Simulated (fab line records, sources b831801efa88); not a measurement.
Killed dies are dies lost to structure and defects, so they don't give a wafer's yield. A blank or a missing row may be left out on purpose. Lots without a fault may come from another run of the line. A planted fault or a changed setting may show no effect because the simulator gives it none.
Which tool did it? | flow sky130 | 14 lots, 42 wafers sampled, at 6 steps of a route of 708

WHAT THE GAUGES READ, wafer by wafer
SKY_FIELD_ISO_THK_MEAS_25. Usual: FIELD_ISO_CVD_24_THK 593 nm, standard deviation 5.8.
lot  | measured    | on            | FIELD_ISO_CVD_24_THK (nm) | flag
L786 | day 2 07:29 | film_metro-04 | 594 594 591               |
L787 | day 2 16:02 | film_metro-02 | 581 578 588               |
L788 | day 2 19:19 | film_metro-04 | 590 597 597               |
L790 | day 3 08:04 | film_metro-02 | 597 595 600               |
L791 | day 3 11:59 | film_metro-01 | 602 600 599               |
L792 | day 3 17:35 | film_metro-02 | 603 601 593               |
L793 | day 3 21:38 | film_metro-02 | 604 597 603               |
L794 | day 4 02:34 | film_metro-02 | 601 604 595               |
L795 | day 4 05:42 | film_metro-04 | 597 594 595               |
L797 | day 4 16:06 | film_metro-04 | 596 585 579               |
L801 | day 5 14:23 | film_metro-01 | 595 591 583               |
L802 | day 5 18:31 | film_metro-01 | 589 581 592               |
L808 | day 7 01:20 | film_metro-02 | 593 592 591               |
L809 | day 7 07:07 | film_metro-04 | 598 600 600               |

SKY_LDD_N_TW_MEAS_17. Usual: LDD_N_TW 2578, standard deviation 12.
lot  | measured     | on            | LDD_N_TW       | flag
L786 | day 18 02:02 | film_metro-04 | 2563 2570 2568 |
L787 | day 18 11:28 | film_metro-01 | 2585 2581 2577 |
L788 | day 18 20:26 | film_metro-02 | 2590 2600 2608 |
L790 | day 19 07:55 | film_metro-02 | 2594 2584 2585 |
L791 | day 19 20:26 | film_metro-04 | 2588 2581 2586 |
L792 | day 20 02:20 | film_metro-02 | 2592 2608 2601 |
L793 | day 20 16:17 | film_metro-02 | 2596 2596 2597 |
L794 | day 21 01:07 | film_metro-04 | 2577 2573 2580 |
L795 | day 21 03:12 | film_metro-04 | 2589 2566 2577 |
L797 | day 21 19:46 | film_metro-01 | 2561 2556 2569 |
L801 | day 23 15:53 | film_metro-02 | 2432 2441 2433 | OFF
L802 | day 23 19:41 | film_metro-02 | 2432 2434 2433 | OFF
L808 | day 25 16:56 | film_metro-04 | 2586 2558 2564 |
L809 | day 26 02:28 | film_metro-04 | 2571 2574 2578 |

SKY_METAL1_RS_MEAS_05: measures by four-point-probe. Usual: METAL1_ALCU_RS 0.1274 ohm/sq, standard deviation 0.0014.
lot  | measured     | on            | METAL1_ALCU_RS (ohm/sq) | flag
L786 | day 31 23:37 | film_metro-02 | 0.1308 0.1279 0.1288    |
L787 | day 32 07:18 | film_metro-02 | 0.1271 0.1289 0.1259    |
L788 | day 32 14:38 | film_metro-04 | 0.1266 0.1283 0.1271    |
L790 | day 33 01:16 | film_metro-04 | 0.1294 0.1293 0.1299    |
L791 | day 33 10:14 | film_metro-04 | 0.1287 0.1275 0.1272    |
L792 | day 33 18:56 | film_metro-03 | 0.1284 0.1293 0.1282    |
L793 | day 34 06:56 | film_metro-02 | 0.1287 0.1262 0.1281    |
L794 | day 34 12:35 | film_metro-02 | 0.1242 0.1265 0.1244    |
L795 | day 34 13:53 | film_metro-02 | 0.1268 0.1264 0.1262    |
L797 | day 35 03:43 | film_metro-03 | 0.1267 0.1286 0.1268    |
L808 | day 38 13:40 | film_metro-02 | 0.1282 0.1284 0.1286    |
L809 | day 38 18:58 | film_metro-02 | 0.1287 0.1279 0.1273    |

SKY_METAL1_THK_MEAS_06: measures by xrf. Usual: METAL1_ALCU_THK 249 nm, standard deviation 3.1.
lot  | measured     | on            | METAL1_ALCU_THK (nm) | flag
L786 | day 31 23:44 | film_metro-02 | 244 249 249          |
L787 | day 32 07:25 | film_metro-02 | 249 247 252          |
L788 | day 32 14:44 | film_metro-04 | 248 246 248          |
L790 | day 33 01:23 | film_metro-04 | 242 244 241          |
L791 | day 33 10:20 | film_metro-04 | 246 247 249          |
L792 | day 33 19:02 | film_metro-03 | 246 245 247          |
L793 | day 34 07:03 | film_metro-02 | 246 253 248          |
L794 | day 34 12:41 | film_metro-02 | 256 252 256          |
L795 | day 34 14:01 | film_metro-02 | 252 253 253          |
L797 | day 35 03:50 | film_metro-03 | 251 246 251          |
L808 | day 38 13:46 | film_metro-02 | 246 246 247          |
L809 | day 38 19:05 | film_metro-02 | 247 248 248          |

WHICH TOOL RAN EACH LOT (tool, then ch and the chambers of the sampled wafers, then the start)
lot  | SKY_LDD_N_IMPLANT_08            | SKY_LDD_N_STRIP_16
L786 | implanter-03 ch 0, day 18 00:44 | plasma_asher-04 ch 0,1, day 18 01:56
L787 | implanter-03 ch 0, day 18 10:10 | plasma_asher-02 ch 0,1, day 18 11:22
L788 | implanter-03 ch 0, day 18 19:10 | plasma_asher-04 ch 0,1, day 18 20:22
L790 | implanter-03 ch 0, day 19 06:38 | plasma_asher-04 ch 1, day 19 07:49
L791 | implanter-03 ch 0, day 19 19:10 | plasma_asher-02 ch 0,1, day 19 20:20
L792 | implanter-04 ch 0, day 20 01:04 | plasma_asher-02 ch 0,1, day 20 02:16
L793 | implanter-04 ch 0, day 20 15:00 | plasma_asher-02 ch 0,1, day 20 16:10
L794 | implanter-04 ch 0, day 20 23:50 | plasma_asher-02 ch 0, day 21 01:01
L795 | implanter-04 ch 0, day 21 01:54 | plasma_asher-02 ch 1, day 21 03:06
L797 | implanter-03 ch 0, day 21 18:28 | plasma_asher-03 ch 0,1, day 21 19:40
L801 | implanter-02, day 23 14:38      | plasma_asher-03 ch 0,1, day 23 15:47
L802 | implanter-03, day 23 18:25      | plasma_asher-04 ch 0,1, day 23 19:35
L808 | implanter-02 ch 0, day 25 15:40 | plasma_asher-03 ch 0,1, day 25 16:50
L809 | implanter-04 ch 0, day 26 01:10 | plasma_asher-04 ch 0,1, day 26 02:22
- SKY_LDD_N_IMPLANT_08
- SKY_LDD_N_STRIP_16: strips in O2/N2.

WHAT THE TOOLS THEMSELVES READ (means of the sampled wafers that have a number; where no wafer has one, the mark that the record gives instead)
SKY_LDD_N_IMPLANT_08. Usual: beam_energy_keV 20.000, standard deviation 0.0058; beam_on_s 9.99 s, standard deviation 0.17.
lot  | tool         | beam_energy_keV | beam_on_s (s) | flag
L786 | implanter-03 | 20.007          | 9.96          |
L787 | implanter-03 | 20.002          | 9.78          |
L788 | implanter-03 | 20.007          | 9.92          |
L790 | implanter-03 | 19.997          | 9.98          |
L791 | implanter-03 | 20.002          | 10.11         |
L792 | implanter-04 | 20.007          | 10.04         |
L793 | implanter-04 | 20.003          | 10.00         |
L794 | implanter-04 | 20.007          | 9.95          |
L795 | implanter-04 | 20.003          | 10.27         |
L797 | implanter-03 | 20.001          | 9.96          |
L801 | implanter-02 | -               | -             | OFF
L802 | implanter-03 | -               | -             | OFF
L808 | implanter-02 | 19.997          | 9.98          |
L809 | implanter-04 | 19.995          | 9.92          |

SKY_LDD_N_STRIP_16. Usual: drypump_motor_current_A 5.79 A, standard deviation 0.26; oes_product_au 0.407 a.u., standard deviation 0.0047; strip_time_to_endpoint_s 4.319 s, standard deviation 0.014.
lot  | tool            | drypump_motor_current_A (A) | oes_product_au (a.u.) | strip_time_to_endpoint_s (s) | flag
L786 | plasma_asher-04 | 5.80                        | 0.405                 | 4.326                        |
L787 | plasma_asher-02 | 5.45                        | 0.411                 | 4.310                        |
L788 | plasma_asher-04 | 5.81                        | 0.403                 | 4.318                        |
L790 | plasma_asher-04 | 5.84                        | 0.400                 | 4.310                        |
L791 | plasma_asher-02 | 5.62                        | 0.409                 | 4.327                        |
L792 | plasma_asher-02 | 5.61                        | 0.409                 | 4.308                        |
L793 | plasma_asher-02 | 5.61                        | 0.404                 | 4.315                        |
L794 | plasma_asher-02 | 5.76                        | 0.404                 | 4.330                        |
L795 | plasma_asher-02 | 5.33                        | 0.409                 | 4.317                        |
L797 | plasma_asher-03 | 6.04                        | 0.409                 | 4.313                        |
L801 | plasma_asher-03 | 6.04                        | 0.404                 | 4.143                        | OFF
L802 | plasma_asher-04 | 5.79                        | 0.408                 | 4.132                        | OFF
L808 | plasma_asher-03 | 6.05                        | 0.407                 | 4.330                        |
L809 | plasma_asher-04 | 5.80                        | 0.408                 | 4.305                        |

THE ANSWER, worked out from the rows above alone
Rule: a lot is off if the mean of its wafers that have a number lies more than 3 standard deviations from the usual mean. A lot without any number at a reading at which 4 lots or more have one is off too. The other lots that the step has rows for count as sound. The gauges are gone through in route order, then the tools' own readings, and for those a lot's mean is taken as printed above. The first step at which some lot is off is used, and at that step the reading that is off furthest; a lot without a number counts as furthest.
Off: L801, L802, at SKY_LDD_N_TW_MEAS_17 (LDD_N_TW).
A tool fits if, at a process step before that reading, it ran every lot that is off, and no sound lot after the first of them. The gauges at SKY_LDD_N_TW_MEAS_17 aren't tried: what is off there is off at SKY_LDD_N_IMPLANT_08 too, on other tools, and a gauge's error can't cause that. None of those tried fits.

WHAT THE SIMULATOR HAD PUT IN
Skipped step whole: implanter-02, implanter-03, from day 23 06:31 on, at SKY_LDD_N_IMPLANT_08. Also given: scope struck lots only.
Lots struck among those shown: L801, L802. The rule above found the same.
